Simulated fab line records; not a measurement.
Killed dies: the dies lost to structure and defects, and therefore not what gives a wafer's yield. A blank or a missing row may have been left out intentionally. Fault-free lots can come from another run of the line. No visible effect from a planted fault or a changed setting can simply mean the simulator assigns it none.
The tool behind it: which one?	flow sky130	11 lots, 33 wafers sampled, at 4 steps of a route of 708

WHAT THE GAUGES SHOWED, per wafer
SKY_NWELL_TW_MEAS_15.
lot	measured	on	NWELL_TW
L832	day 4 18:28	filmMetro-03	1830 1823 1825
L834	day 5 04:19	filmMetro-02	1801 1821 1813
L837	day 6 02:55	filmMetro-01	1802 1804 1808
L839	day 6 11:35	filmMetro-01	1812 1815 1809
L841	day 7 00:04	filmMetro-02	1814 1815 1830
L842	day 7 05:48	filmMetro-01	1814 1816 1816
L843	day 7 11:23	filmMetro-02	1879 1890 1885
L845	day 7 22:58	filmMetro-02	1871 1887 1872
L849	day 8 23:54	filmMetro-03	1835 1833 1851
L851	day 9 08:19	filmMetro-01	1823 1823 1822
L854	day 10 03:34	filmMetro-02	1827 1825 1813

SKY_NWELL_RS_MEAS_29: uses a four-point probe to measure.
lot	measured	on	NWELL_RS (ohm/sq)
L832	day 5 12:23	filmMetro-02	624.7 623.9 625.5
L834	day 5 22:56	filmMetro-03	624.6 625.4 624.5
L837	day 6 22:44	filmMetro-02	624.5 626.0 624.1
L839	day 7 07:37	filmMetro-03	624.6 625.0 624.3
L841	day 7 20:16	filmMetro-01	626.5 626.0 625.3
L842	day 8 02:34	filmMetro-02	625.4 625.7 624.6
L843	day 8 08:46	filmMetro-02	589.8 588.1 587.9
L845	day 8 19:26	filmMetro-03	588.4 587.7 588.7
L849	day 9 20:58	filmMetro-02	623.3 623.8 625.1
L851	day 10 06:37	filmMetro-03	627.2 625.6 627.5
L854	day 11 02:29	filmMetro-02	626.8 627.3 627.0

SKY_CONTACT_BOW_MEAS_05.
lot	measured	on	CONTACT_BOW (um)
L832	day 30 20:25	filmMetro-01	80 87 85
L834	day 31 08:17	filmMetro-01	72 75 79
L837	day 32 17:30	filmMetro-01	66 85 87
L839	day 33 04:56	filmMetro-01	94 90 76
L841	day 33 08:07	filmMetro-01	80 73 78
L842	day 34 21:32	filmMetro-03	78 77 77
L843	day 34 22:56	filmMetro-03	96 76 75
L845	day 34 16:32	filmMetro-03	90 75 74
L849	day 36 09:33	filmMetro-03	86 93 76
L851	day 36 16:34	filmMetro-01	75 83 91
L854	day 37 15:26	filmMetro-01	76 89 84

WHAT TOOL EACH LOT RAN ON (gives the tool, then ch and the chambers of the sampled wafers, and finally the start)
lot	SKY_NWELL_IMPLANT_11
L832	implanter-04 ch 0, day 4 17:56
L834	implanter-04 ch 0, day 5 03:47
L837	implanter-02 ch 0, day 6 02:22
L839	implanter-02 ch 0, day 6 11:04
L841	implanter-03 ch 0, day 6 23:31
L842	implanter-03 ch 0, day 7 05:15
L843	implanter-02 ch 0, day 7 10:52
L845	implanter-02 ch 0, day 7 22:25
L849	implanter-03 ch 0, day 8 23:21
L851	implanter-04 ch 0, day 9 07:46
L854	implanter-03 ch 0, day 10 03:02
- SKY_NWELL_IMPLANT_11

WHAT THE TOOLS THEMSELVES READ (means of the sampled wafers that have a number; where no wafer has one, the mark that the record gives instead)
SKY_NWELL_IMPLANT_11.
lot	tool	beamOnS (s)	doseIonsCm2	faradayCurrentUA
L832	implanter-04	9.98	1.8995e+13	107.4
L834	implanter-04	10.07	1.9001e+13	106.0
L837	implanter-02	10.15	1.8987e+13	105.6
L839	implanter-02	10.04	1.9016e+13	106.7
L841	implanter-03	10.10	1.9000e+13	106.3
L842	implanter-03	10.22	1.8991e+13	104.4
L843	implanter-02	10.09	2.1297e+13	119.5
L845	implanter-02	9.86	2.1349e+13	121.7
L849	implanter-03	9.99	1.9040e+13	107.0
L851	implanter-04	10.19	1.8993e+13	105.1
L854	implanter-03	10.03	1.9014e+13	106.6

THE ANSWER, worked out from the rows above alone
Rule: what is usual is taken from the lots themselves. The widest of any qualifying gaps counts: lots, ordered by their means at a reading, are off when they make up no more than a third of the lots, leave a main group of 4 or more, and stand apart from it by 3 or more times the standard deviation of that group's means. The tables above print the reading to a certain number of digits; a main group whose means all agree to those digits is not used. A lot without any number at a reading at which 4 lots or more have one is off too. All remaining lots with rows at the step are treated as sound. Order of review: gauges by route order, followed by the tools' own readings, for which a lot's mean as printed above is used. The first step at which some lot is off is used, and at that step the reading that is off furthest; a lot without a number counts as furthest.
Off: L843, L845, seen at SKY_NWELL_TW_MEAS_15 (NWELL_TW). Main group: mean 1819, sd 9.5.
A tool fits if, at a process step before that reading, it ran every lot that is off, and no sound lot after the first of them. The gauges at SKY_NWELL_TW_MEAS_15 aren't tried: what is off there is off at SKY_NWELL_IMPLANT_11 too, on other tools, and a gauge's error can't cause that. One fits: implanter-02 at SKY_NWELL_IMPLANT_11. Its last sound lot is L839 (day 6 11:04), its first lot that is off L843 (day 7 10:52): a fault that began between those two fits.
The tool's own readings at SKY_NWELL_IMPLANT_11 bear it out: on the lots that are off they differ by more than 5 times the standard deviation of the sound lots' means. doseIonsCm2 reads 2.1323e+13 there against 1.9004e+13 on the sound lots; faradayCurrentUA reads 120.6 there against 106.1 on the sound lots.

WHAT WAS PUT IN BY THE SIMULATOR
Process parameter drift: implanter-02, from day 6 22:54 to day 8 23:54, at SKY_NWELL_IMPLANT_11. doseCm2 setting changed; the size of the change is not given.
Struck lots among those shown: L843, L845. The same result came from the rule above.
